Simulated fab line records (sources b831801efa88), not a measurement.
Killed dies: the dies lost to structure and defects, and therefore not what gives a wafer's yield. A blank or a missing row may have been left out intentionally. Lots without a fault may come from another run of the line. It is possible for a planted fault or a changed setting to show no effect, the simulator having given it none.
2 desks looking at one fault ; flow sfq_line ; what lay behind the numbers comes last; until then each desk has only its own

## METROLOGY DESK
What the gauges read, lot by lot, whatever tool the lot ran on: means of the sampled wafers that have a number. Marked OUT: a lot whose mean sits more than 4 standard deviations from the usual mean, which makes it out of limits; the brackets give that distance.
Columns: A = M5_OVL at SFQ_M5_OVL_MEAS_932, usual -1 nm
lot;first seen here;A
L551;day 52 17:30;-3
L558;day 56 07:08;1
L559;day 56 19:20;3
L560;day 56 22:56;4
L561;day 57 08:28;-6
L571;day 59 09:06;1
This desk found nothing out of limits on any of the 6 lots.

## THE TOOL OWNER'S DESK: pecvd-02
The tool's own readings at SFQ_TRILAYER_A5B_DEP_PECVD_129 (deposits SiO2 from SiH4/N2O, time 127.9 s, target thk 600 nm): means of the sampled wafers that have a number, for each lot that ran on this tool. Marked OUT: a lot whose mean sits more than 4 standard deviations from the usual mean, which makes it out of limits; the brackets give that distance.
Columns: A = heater_power_w at SFQ_TRILAYER_A5B_DEP_PECVD_129, usual 83 W; B = throttle_valve_pct at SFQ_TRILAYER_A5B_DEP_PECVD_129, usual 24.9 %
lot;first seen here;A;B
L551;day 52 19:25;81;24.4
L558;day 56 08:13;78;25.3
L560;day 57 00:01;81;24.6
L561;day 57 09:31;87;25.5
This desk found nothing out of limits on any of the 4 lots.

## BROUGHT TOGETHER
From the metrology desk's view, nothing was out of limits.
Nothing out of limits was seen by the tool owner's desk.

## WHAT THE SIMULATOR PUT IN
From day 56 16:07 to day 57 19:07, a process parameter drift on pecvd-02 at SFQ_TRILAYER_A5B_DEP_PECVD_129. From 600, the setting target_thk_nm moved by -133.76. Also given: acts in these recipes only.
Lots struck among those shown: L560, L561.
